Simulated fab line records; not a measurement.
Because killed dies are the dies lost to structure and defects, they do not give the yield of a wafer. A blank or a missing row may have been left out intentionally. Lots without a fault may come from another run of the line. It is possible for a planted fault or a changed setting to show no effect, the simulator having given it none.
fab line records || flow sky130
record: {"lots": 14, "wafers": 42, "lastDay": 50}
route steps=708 shown FIELD_ISO@25 PAD_OPEN@708
lots that met no fault: taken from a fault-free run of the same line
startH: the number of hours between the record's first day and the start of the first shown wafer of the lot || waitH: hours from the lot's prior step to this one || " identical to the entry in the row above || L1.1+2: a single row standing in for several wafers || - value missing, or start not given || * or withheld: withheld || < > ~ a bound
route shown NAME@n: a module of which the file shows steps, and the number in the route of the first || usual: average and standard deviation across the fault-free wafers || same: alike in all rows || chamber/n: place in a boat || sites: per-site readings || _std_site: standard deviation of those values || _edge_site: the outer-site mean with the inner-site mean subtracted || radiusMm: for every site, how far away it sits from the centre of the wafer || mask NAME#n: copy n || behind: the most recent tool/chamber to have shaped the wafer || hold: why the lot went on hold/how many hours it stayed there/how the hold came to an end || device: whichever transistor did not switch (one of n, p or np) || end of line: the same wafers' tests at the end of the route || step lacking rows: just its recipe || killed: count of dies lost to structure and defects at first sort (not the wafer's yield) || map: a wafer's dies, x killed, . not, _ none there
set.NAME: setting as actually run; set.NAME@STEP: the setting as run at that earlier step || model.NAME: the simulator's own value behind a step, which no gauge read
steps of the route over a sample of lots; a table a step, a row a wafer
services: from which hour (startH, from the record's first day; less than 0 if before it) a tool's chamber was out of use, for how many hours, and why
== steps ==
step: SKY_FIELD_ISO_CVD_24
recipe: {"material": "SiO2", "targetThkNm": 595, "tempC": 650, "sigmaOpenFrac": 0.3, "timeS": 99.2, "sih4FlowSccm": 60, "pressureMtorr": 6}
usual: {"pressureMtorr": "6.002/0.013"}
{"lot.wafer": "L378.1", "tool": "hdpcvd-01", "chamber": 2, "startH": 30.64, "waitH": 0.1, "pressureMtorr": 6.001}
{"lot.wafer": "L378.3", "tool": "hdpcvd-01", "chamber": 1, "startH": 30.64, "waitH": 0.1, "pressureMtorr": 6.003}
{"lot.wafer": "L378.6", "tool": "hdpcvd-01", "chamber": 1, "startH": 30.64, "waitH": 0.1, "pressureMtorr": 6.006}
{"lot.wafer": "L379.3", "tool": "hdpcvd-02", "chamber": 2, "startH": 38.24, "waitH": 0.0, "pressureMtorr": 5.981}
{"lot.wafer": "L379.5", "tool": "hdpcvd-02", "chamber": 0, "startH": 38.24, "waitH": 0.0, "pressureMtorr": 6.014}
{"lot.wafer": "L379.6", "tool": "hdpcvd-02", "chamber": 2, "startH": 38.24, "waitH": 0.0, "pressureMtorr": 6.004}
{"lot.wafer": "L380.1", "tool": "hdpcvd-02", "chamber": 0, "startH": 41.10, "waitH": 0.1, "pressureMtorr": 5.999}
{"lot.wafer": "L380.2", "tool": "hdpcvd-02", "chamber": 2, "startH": 41.10, "waitH": 0.1, "pressureMtorr": 6.029}
{"lot.wafer": "L380.5", "tool": "hdpcvd-02", "chamber": 2, "startH": 41.10, "waitH": 0.1, "pressureMtorr": 5.992}
{"lot.wafer": "L381.1", "tool": "hdpcvd-02", "chamber": 2, "startH": 46.48, "waitH": 0.1, "pressureMtorr": 5.990}
{"lot.wafer": "L381.2", "tool": "hdpcvd-02", "chamber": 1, "startH": 46.48, "waitH": 0.1, "pressureMtorr": 5.985}
{"lot.wafer": "L381.3", "tool": "hdpcvd-02", "chamber": 0, "startH": 46.48, "waitH": 0.1, "pressureMtorr": 5.998}
{"lot.wafer": "L382.1", "tool": "hdpcvd-01", "chamber": 0, "startH": 52.87, "waitH": 0.1, "pressureMtorr": 5.995}
{"lot.wafer": "L382.3", "tool": "hdpcvd-01", "chamber": 1, "startH": 52.87, "waitH": 0.1, "pressureMtorr": 5.988}
{"lot.wafer": "L382.6", "tool": "hdpcvd-01", "chamber": 0, "startH": 52.87, "waitH": 0.1, "pressureMtorr": 5.995}
{"lot.wafer": "L383.3", "tool": "hdpcvd-02", "chamber": 0, "startH": 56.56, "waitH": 0.0, "pressureMtorr": 6.003}
{"lot.wafer": "L383.4", "tool": "hdpcvd-02", "chamber": 0, "startH": 56.56, "waitH": 0.0, "pressureMtorr": 5.997}
{"lot.wafer": "L383.5", "tool": "hdpcvd-02", "chamber": 2, "startH": 56.56, "waitH": 0.0, "pressureMtorr": 6.015}
{"lot.wafer": "L384.1", "tool": "hdpcvd-02", "chamber": 1, "startH": 63.55, "waitH": 0.1, "pressureMtorr": 6.000}
{"lot.wafer": "L384.2", "tool": "hdpcvd-02", "chamber": 2, "startH": 63.55, "waitH": 0.1, "pressureMtorr": 6.018}
{"lot.wafer": "L384.3", "tool": "hdpcvd-02", "chamber": 0, "startH": 63.55, "waitH": 0.1, "pressureMtorr": 5.967}
{"lot.wafer": "L386.1", "tool": "hdpcvd-02", "chamber": 0, "startH": 72.13, "waitH": 0.1, "pressureMtorr": 6.008}
{"lot.wafer": "L386.2", "tool": "hdpcvd-02", "chamber": 2, "startH": 72.13, "waitH": 0.1, "pressureMtorr": 6.003}
{"lot.wafer": "L386.4", "tool": "hdpcvd-02", "chamber": 1, "startH": 72.13, "waitH": 0.1, "pressureMtorr": 5.989}
{"lot.wafer": "L387.1", "tool": "hdpcvd-02", "chamber": 2, "startH": 77.41, "waitH": 0.1, "pressureMtorr": 6.008}
{"lot.wafer": "L387.3", "tool": "hdpcvd-02", "chamber": 1, "startH": 77.41, "waitH": 0.1, "pressureMtorr": 5.983}
{"lot.wafer": "L387.4", "tool": "hdpcvd-02", "chamber": 1, "startH": 77.41, "waitH": 0.1, "pressureMtorr": 6.005}
{"lot.wafer": "L392.1", "tool": "hdpcvd-01", "chamber": 2, "startH": 102.65, "waitH": 0.1, "pressureMtorr": 5.992}
{"lot.wafer": "L392.5", "tool": "hdpcvd-01", "chamber": 1, "startH": 102.65, "waitH": 0.1, "pressureMtorr": 6.024}
{"lot.wafer": "L392.6", "tool": "hdpcvd-01", "chamber": 2, "startH": 102.65, "waitH": 0.1, "pressureMtorr": 6.027}
{"lot.wafer": "L394.2", "tool": "hdpcvd-02", "chamber": 2, "startH": 114.38, "waitH": 0.0, "pressureMtorr": 5.999}
{"lot.wafer": "L394.3", "tool": "hdpcvd-02", "chamber": 1, "startH": 114.38, "waitH": 0.0, "pressureMtorr": 5.991}
{"lot.wafer": "L394.6", "tool": "hdpcvd-02", "chamber": 1, "startH": 114.38, "waitH": 0.0, "pressureMtorr": 5.996}
{"lot.wafer": "L395.1", "tool": "hdpcvd-02", "chamber": 2, "startH": 118.40, "waitH": 0.1, "pressureMtorr": 5.999}
{"lot.wafer": "L395.5", "tool": "hdpcvd-02", "chamber": 2, "startH": 118.40, "waitH": 0.1, "pressureMtorr": 6.009}
{"lot.wafer": "L395.6", "tool": "hdpcvd-02", "chamber": 0, "startH": 118.40, "waitH": 0.1, "pressureMtorr": 6.013}
{"lot.wafer": "L397.1", "tool": "hdpcvd-01", "chamber": 2, "startH": 129.91, "waitH": 0.1, "pressureMtorr": 6.014}
{"lot.wafer": "L397.3", "tool": "hdpcvd-01", "chamber": 0, "startH": 129.91, "waitH": 0.1, "pressureMtorr": 5.993}
{"lot.wafer": "L397.4", "tool": "hdpcvd-01", "chamber": 2, "startH": 129.91, "waitH": 0.1, "pressureMtorr": 6.005}
{"lot.wafer": "L399.2", "tool": "hdpcvd-01", "chamber": 0, "startH": 140.05, "waitH": 0.0, "pressureMtorr": 5.972}
{"lot.wafer": "L399.4", "tool": "hdpcvd-01", "chamber": 1, "startH": 140.05, "waitH": 0.0, "pressureMtorr": 5.987}
{"lot.wafer": "L399.6", "tool": "hdpcvd-01", "chamber": 0, "startH": 140.05, "waitH": 0.0, "pressureMtorr": 5.970}
step: SKY_PAD_OPEN_PROBE_99
usual: {"killed_at_M0_to_M3": "43/6.6", "killed_at_M4_up": "3.4/1.8", "killedAtContacts": "24/4.9", "killedAtFrontEnd": "15/4.1", "killedAtOther": "0.3/0.55", "killedDies": "85/8.8", "killedOnRim": "17/3.7", "killedOpen": "46/6.1", "killedShort": "39/5.7"}
same: {"grossDies": 492, "killedAtBackSide": 0}
{"lot.wafer": "L394.2", "tool": "prober-02", "chamber": "-", "startH": 1167.98, "waitH": 0.1, "killed_at_M0_to_M3": 35, "killed_at_M4_up": 3, "killedAtContacts": 24, "killedAtFrontEnd": 55, "killedAtOther": 0, "killedDies": 117, "killedOnRim": 20, "killedOpen": 43, "killedShort": 37}
{"lot.wafer": "L394.3", "tool": "prober-02", "chamber": "-", "startH": 1168.03, "waitH": 0.2, "killed_at_M0_to_M3": 44, "killed_at_M4_up": 6, "killedAtContacts": 17, "killedAtFrontEnd": 54, "killedAtOther": 0, "killedDies": 121, "killedOnRim": 24, "killedOpen": 40, "killedShort": 41}
{"lot.wafer": "L394.6", "tool": "prober-02", "chamber": "-", "startH": 1168.18, "waitH": 0.2, "killed_at_M0_to_M3": 37, "killed_at_M4_up": 3, "killedAtContacts": 20, "killedAtFrontEnd": 58, "killedAtOther": 0, "killedDies": 118, "killedOnRim": 21, "killedOpen": 45, "killedShort": 31}
{"lot.wafer": "L395.1", "tool": "prober-01", "chamber": "-", "startH": 1174.40, "waitH": 0.1, "killed_at_M0_to_M3": 42, "killed_at_M4_up": 5, "killedAtContacts": 18, "killedAtFrontEnd": 52, "killedAtOther": 0, "killedDies": 117, "killedOnRim": 28, "killedOpen": 42, "killedShort": 37}
{"lot.wafer": "L395.5", "tool": "prober-01", "chamber": "-", "startH": 1174.60, "waitH": 0.2, "killed_at_M0_to_M3": 26, "killed_at_M4_up": 4, "killedAtContacts": 28, "killedAtFrontEnd": 60, "killedAtOther": 0, "killedDies": 118, "killedOnRim": 26, "killedOpen": 47, "killedShort": 32}
{"lot.wafer": "L395.6", "tool": "prober-01", "chamber": "-", "startH": 1174.65, "waitH": 0.2, "killed_at_M0_to_M3": 32, "killed_at_M4_up": 2, "killedAtContacts": 25, "killedAtFrontEnd": 41, "killedAtOther": 0, "killedDies": 100, "killedOnRim": 22, "killedOpen": 43, "killedShort": 33}
killed by level:class
L394.2 FIELD_ISO:unspecified=37 VIA1:geometricParticle:open=8 VIA2:geometricParticle:open=8 LOCAL_INTERCONNECT:geometricParticle:short=7 LI_CONTACT:geometricParticle:open=6 FIELD_ISO:geometricParticle:short=4 LI_CONTACT:geometricParticle:short=4 METAL1:geometricParticle:short=4
L394.3 FIELD_ISO:unspecified=40 METAL2:geometricParticle:short=11 CONTACT:geometricParticle:open=7 VIA1:geometricParticle:open=7 VIA2:geometricParticle:open=7 LI_CONTACT:geometricParticle:open=5 POLY_GATE:geometricParticle:short=5 METAL1:geometricParticle:short=5
L394.6 FIELD_ISO:unspecified=42 CONTACT:geometricParticle:open=10 VIA2:geometricParticle:open=8 VIA1:geometricParticle:open=6 FIELD_ISO:geometricParticle:open=5 FIELD_ISO:geometricParticle:short=4 VIA3:geometricParticle:open=4 VIA2:geometricParticle:short=4
L395.1 FIELD_ISO:unspecified=38 VIA1:geometricParticle:open=7 VIA3:geometricParticle:open=6 VIA1:geometricParticle:short=6 METAL2:geometricParticle:short=6 VIA2:geometricParticle:open=6 POLY_GATE:geometricParticle:open=5 LI_CONTACT:geometricParticle:open=5
L395.5 FIELD_ISO:unspecified=39 CONTACT:geometricParticle:open=12 CONTACT:geometricParticle:short=9 VIA2:geometricParticle:open=9 FIELD_ISO:geometricParticle:short=6 VIA1:geometricParticle:open=6 FIELD_ISO:geometricParticle:open=5 POLY_GATE:geometricParticle:open=5
L395.6 FIELD_ISO:unspecified=24 VIA1:geometricParticle:open=9 CONTACT:geometricParticle:open=8 LI_CONTACT:geometricParticle:open=6 FIELD_ISO:geometricParticle:short=5 FIELD_ISO:geometricParticle:open=5 VIA2:geometricParticle:short=5 VIA2:geometricParticle:open=5
== services ==
{"tool": "hdpcvd-01", "chamber": "-", "startH": 66.75, "hours": 15.0, "kind": "pm"}
{"tool": "hdpcvd-01", "chamber": 0, "startH": 66.75, "hours": 15.0, "kind": "ventCycle"}
{"tool": "hdpcvd-01", "chamber": 1, "startH": 66.75, "hours": 15.0, "kind": "ventCycle"}
{"tool": "hdpcvd-01", "chamber": 2, "startH": 66.75, "hours": 15.0, "kind": "ventCycle"}
{"tool": "hdpcvd-01", "chamber": 0, "startH": 81.75, "hours": "-", "kind": "clean"}
{"tool": "hdpcvd-01", "chamber": 1, "startH": 81.75, "hours": "-", "kind": "clean"}
{"tool": "hdpcvd-01", "chamber": 2, "startH": 81.75, "hours": "-", "kind": "clean"}
== key ==
firstSign: {"step": "SKY_PAD_OPEN_PROBE_99", "reading": "killedAtFrontEnd", "direction": "up", "sigmas": 9.3, "usual": 15, "struck": 53}
effect: {"step": "SKY_PAD_OPEN_PROBE_99", "reading": "killedDies", "direction": "up", "sigmas": 3.4, "usual": 85, "struck": 115}
metAt SKY_FIELD_ISO_CVD_24
struckLots L394,L395
testerLeftOut L394,L395
onsetBetween 77.41 114.38
fault: {"kind": "chamberParticleSource", "tool": "hdpcvd-02", "chamber": "-", "onsetH": 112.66, "steps": "SKY_FIELD_ISO_CVD_24", "ratePerVisitCm2": 0.88001, "endH": 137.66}
testerLeftOut: of these lots the tester's yield and bins aren't shown, on N5 and GAA mostly nor the transistor test; their killed dies are dies lost to structure and defects alone, not to doping, threshold or leakage, so they don't give the yield
